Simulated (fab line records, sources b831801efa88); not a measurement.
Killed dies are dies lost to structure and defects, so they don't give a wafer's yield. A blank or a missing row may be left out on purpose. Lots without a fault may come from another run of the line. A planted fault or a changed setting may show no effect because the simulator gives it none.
A struck lot beside a sound one | flow sky130 | 22 steps out of a route of 708
Sound: wafers L317.2, L317.3, L317.5. Struck: wafers L329.1, L329.4, L329.6. The cause comes at the end.
At each step with rows: each side's tool, then ch and its chambers, then its first start. Under that, the readings that differ: sound wafers | struck wafers | difference of the means | sigmas: that difference in standard deviations of wafers without a fault.
alike: readings whose means differ by less than 2 such deviations, and words and numbers that are the same on both sides. not compared: withheld readings, readings that some wafer has no value for, bounds like >300 that may hide the same value, and numbers for which the record gives no deviation and whose values overlap.
The two part at a step that has a row with sigmas, a row that says differs or no value, or rows on one side only. Numbers that don't overlap but have no deviation are shown without sigmas and don't part them. A reading that every wafer of one side lacks parts them only if that side has two wafers or more.

first, 2 steps without rows for these wafers: SKY_RES_PROTECT_DEVELOP_06 (develop time 60 s); SKY_POLY_GATE_IMPLANT_02.
SKY_RES_PROTECT_STRIP_07: strips in O2/N2.
  sound on plasma_asher-03 ch 1, day 14 19:54; struck on plasma_asher-03 ch 0,1, day 19 16:57
  alike: drypump_motor_current_A, oes_product_au, strip_time_to_endpoint_s
  not compared: rf_hours_counter_h
SKY_RES_PROTECT_TW_MEAS_08:
  sound on film_metro-02, day 14 20:01; struck on film_metro-02, day 19 17:03
  alike: POLY_GATE_TW
then, 2 steps without rows for these wafers: SKY_RES_PROTECT_CLEAN_09 (cleans in SC1/SC2, time 150 s); SKY_POLY_GATE_CVD_03 (deposits Si3N4 from DCS/NH3, target thk 75 nm, time 1290 s).
SKY_POLY_GATE_THK_MEAS_04:
  sound on film_metro-01, day 14 21:33; struck on film_metro-03, day 19 19:40
  alike: POLY_GATE_CVD_03_THK
then, 5 steps without rows for these wafers: SKY_POLY_GATE_DEHYDRATE_05 (time 60 s); SKY_POLY_GATE_HMDS_06 (prime time 60 s); SKY_POLY_GATE_COAT_07 (resist thk 110 nm); SKY_POLY_GATE_COAT_08 (resist thk 450 nm); SKY_POLY_GATE_SOFTBAKE_09 (time 90 s).
SKY_POLY_GATE_EXPOSE_10: exposes mask P1M, target cd 150 nm.
  sound on krf_scanner-02 ch 0, day 15 09:59; struck on krf_scanner-01 ch 0, day 20 10:40
  reading | sound             | struck                     | difference | sigmas
  mask    | P1M#0 P1M#0 P1M#0 | P1M_R1#0 P1M_R1#0 P1M_R1#0 | differs    |
then, 2 steps without rows for these wafers: SKY_POLY_GATE_PEB_11; SKY_POLY_GATE_DEVELOP_12 (develop time 60 s).
SKY_POLY_GATE_CD_MEAS_13: target cd 150 nm.
  sound on cd_sem-01, day 15 22:49; struck on cd_sem-01, day 21 02:10
  reading    | sound             | struck            | difference | sigmas
  cd_nm (nm) | 150.5 149.6 150.3 | 173.3 174.7 173.7 | +23.8      | +20
SKY_POLY_GATE_OVL_MEAS_14:
  sound on overlay-01, day 15 22:55; struck on overlay-02, day 21 02:17
  alike: POLY_GATE_OVL
SKY_POLY_GATE_ETCH_15: etches BARC in N2/H2, stops on SiO2, time 118.5 s, target depth 110 nm.
  sound on rie_diel-01 ch 0,1,2, day 15 22:56; struck on rie_diel-01 ch 1,2, day 21 02:19
  reading                    | sound             | struck          | difference | sigmas
  model.POLY_GATE.cd_nm (nm) | 149.5 151.4 151.7 | 172.3 174.4 173 | +22.4      |
  alike: drypump_motor_current_A, oes_product_au, throttle_valve_pct
  not compared: rf_hours_counter_h
SKY_POLY_GATE_ETCH_16: etches Si3N4 in CH3F/O2, stops on poly-Si, time 147.5 s, target depth 75 nm.
  sound on rie_diel-01 ch 0,1,2, day 15 23:02; struck on rie_diel-01 ch 1,2, day 21 02:24
  alike: drypump_motor_current_A, oes_product_au, throttle_valve_pct
  not compared: rf_hours_counter_h
SKY_POLY_GATE_ETCH_17: etches poly-Si in HBr/Cl2, stops on SiO2, target depth 180 nm, time 70.5 s.
  sound on rie_si-02 ch 0,2,3, day 15 23:08; struck on rie_si-01 ch 2,3, day 21 02:30
  reading                    | sound             | struck            | difference | sigmas
  oes_product_au (a.u.)      | 0.981 0.989 1.003 | 0.981 0.963 0.975 | -0.018     | -2
  model.POLY_GATE.cd_nm (nm) | 150.5 150.7 151   | 171.4 176.2 174.5 | +23.3      |
  alike: HBr_flow_sccm, drypump_motor_current_A, throttle_valve_pct
  not compared: rf_hours_counter_h
SKY_POLY_GATE_STRIP_18: strips in O2/N2.
  sound on plasma_asher-04 ch 0,1, day 15 23:11; struck on plasma_asher-04 ch 0,1, day 21 02:34
  alike: drypump_motor_current_A, oes_product_au, strip_time_to_endpoint_s
  not compared: rf_hours_counter_h
-- the record jumps here: 28 days lie between the struck wafers' starts before and after (it left off in module POLY_GATE and takes up again in module PAD_OPEN, whose first step shown is number 708 of the route) --
SKY_PAD_OPEN_PROBE_99:
  sound on prober-01, day 45 10:28; struck on prober-02, day 48 22:49
  reading             | sound    | struck      | difference | sigmas
  killed_at_M0_to_M3  | 45 38 22 | 60 49 48    | +17        | +2
  killed_at_front_end | 14 14 14 | 86 99 86    | +76        | +17
  killed_dies         | 86 82 64 | 164 178 155 | +88        | +10
  killed_on_rim       | 17 14 12 | 53 60 52    | +41        | +11
  alike: killed_at_M4_up, killed_at_contacts, killed_at_other, killed_open, killed_short

WHERE THEY PART
First at SKY_POLY_GATE_EXPOSE_10; last, within this record, at SKY_PAD_OPEN_PROBE_99.

WHY: what the simulator had put in
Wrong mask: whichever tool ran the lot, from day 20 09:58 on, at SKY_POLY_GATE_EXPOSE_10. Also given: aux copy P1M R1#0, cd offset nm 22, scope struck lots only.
